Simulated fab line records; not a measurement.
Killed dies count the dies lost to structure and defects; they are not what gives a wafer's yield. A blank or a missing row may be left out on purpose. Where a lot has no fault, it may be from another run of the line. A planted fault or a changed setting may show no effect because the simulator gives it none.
Check for tools in common -- flow sky130 -- Sample size 12 lots and 36 wafers

REASON IT WAS OPENED
At SKY_PWDE_TW_MEAS_10 the reading PWDE_TW is flagged on 2 of 12 lots. No-fault wafers: 372, standard deviation 3.7.
Rule: flag the lot when none of its wafers has a number, or when each of its wafers that has one lies beyond 4 standard deviations from that mean. All remaining lots are regarded as sound.

lot,measured,on,"PWDE_TW, wafer by wafer",flag
L270,day 4 04:21,film metro-02,368 369 372,
L271,day 4 08:55,film metro-04,378 375 375,
L273,day 4 19:40,film metro-04,376 377 377,
L276,day 5 09:58,film metro-03,416 414 416,FLAGGED
L277,day 5 16:56,film metro-04,412 409 412,FLAGGED
L279,day 6 08:05,film metro-04,374 371 372,
L284,day 7 08:38,film metro-02,367 367 369,
L286,day 7 20:01,film metro-04,377 375 377,
L287,day 8 05:46,film metro-04,374 373 373,
L290,day 8 17:47,film metro-02,370 367 367,
L291,day 8 22:47,film metro-02,367 369 369,
L292,day 9 07:32,film metro-03,378 376 374,
Average over the flagged lots: 413; offset from the usual +41, equal to +11 standard deviations.

TOOL THAT RAN EACH LOT
The record holds 2 process steps before the reading, out of a route of 708 steps. In each cell: the tool, then ch and the chambers that the sampled wafers went through, then the start.
lot,flag,SKY_FIELD_ISO_ETCH_14,SKY_PWDE_IMPLANT_08
L270,,"rie diel-04 ch 0,1,3, day 2 13:24","implanter-01 ch 0, day 4 04:06"
L271,,"rie diel-02 ch 0,1,2, day 2 16:21","implanter-02 ch 0, day 4 08:41"
L273,,"rie diel-03 ch 0,1,2, day 3 03:06","implanter-02 ch 0, day 4 19:25"
L276,FLAGGED,"rie diel-02 ch 1,2,3, day 3 17:50","implanter-02 ch 0, day 5 09:44"
L277,FLAGGED,"rie diel-02 ch 0,1,2, day 3 22:35","implanter-02 ch 0, day 5 16:43"
L279,,"rie diel-03 ch 0,2, day 4 13:17","implanter-04 ch 0, day 6 07:50"
L284,,"rie diel-03 ch 0,3, day 5 10:51","implanter-04 ch 0, day 7 08:23"
L286,,"rie diel-02 ch 0,1,2, day 5 20:36","implanter-01 ch 0, day 7 19:47"
L287,,"rie diel-04 ch 0,1,2, day 6 06:33","implanter-01 ch 0, day 8 05:32"
L290,,"rie diel-02 ch 0,1, day 6 17:29","implanter-04 ch 0, day 8 17:32"
L291,,"rie diel-02 ch 1,2,3, day 6 23:15","implanter-01 ch 0, day 8 22:32"
L292,,"rie diel-04 ch 0,2, day 7 04:45","implanter-01 ch 0, day 9 07:17"
What the steps here do:
- SKY_FIELD_ISO_ETCH_14: etches BARC in N2/H2, stops on SiO2, time 45.9 s, target depth 60 nm.
- SKY_PWDE_IMPLANT_08
- SKY_PWDE_TW_MEAS_10

FLAGGED OVER TOTAL, TOOL BY TOOL (the gauges that took the reading come last)
step,tool,lots run,flagged,share of the flagged lots,sound lots run after its first flagged lot
SKY_FIELD_ISO_ETCH_14,rie diel-02,6,2,all,"3 (L286,L290,L291)"
SKY_FIELD_ISO_ETCH_14,rie diel-03,3,0,none,-
SKY_FIELD_ISO_ETCH_14,rie diel-04,3,0,none,-
SKY_PWDE_IMPLANT_08,implanter-01,5,0,none,-
SKY_PWDE_IMPLANT_08,implanter-02,4,2,all,0
SKY_PWDE_IMPLANT_08,implanter-04,3,0,none,-
SKY_PWDE_TW_MEAS_10,film metro-02,4,0,none,-
SKY_PWDE_TW_MEAS_10,film metro-03,2,1,some,1 (L292)
SKY_PWDE_TW_MEAS_10,film metro-04,6,1,some,"3 (L279,L286,L287)"

THE TABLE: WHAT IT ALLOWS
Rows of the table that ran all the flagged lots, 2 in number: rie diel-02 at SKY_FIELD_ISO_ETCH_14; implanter-02 at SKY_PWDE_IMPLANT_08.
- rie diel-02 at SKY_FIELD_ISO_ETCH_14 ran 6 lots, 2 of them flagged. Sound lots ran on it after the first flagged one (L286, L290, L291), which a lasting fault on the whole tool wouldn't allow.
- implanter-02 at SKY_PWDE_IMPLANT_08 ran 4 lots, 2 of them flagged. Its last sound lot is L273 (day 4 19:25), its first flagged lot L276 (day 5 09:44): a fault that began between those two fits. Its own readings (beam on s, faraday current uA) fall more than 4 standard deviations out on all wafers of the flagged lots.
Left over: one tool, implanter-02 at SKY_PWDE_IMPLANT_08.

WHAT THE SIMULATOR HAD PUT IN
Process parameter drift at SKY_PWDE_IMPLANT_08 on implanter-02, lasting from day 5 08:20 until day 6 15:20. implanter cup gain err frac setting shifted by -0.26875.
Struck lots among those shown: L276, L277. The rule above found the same.
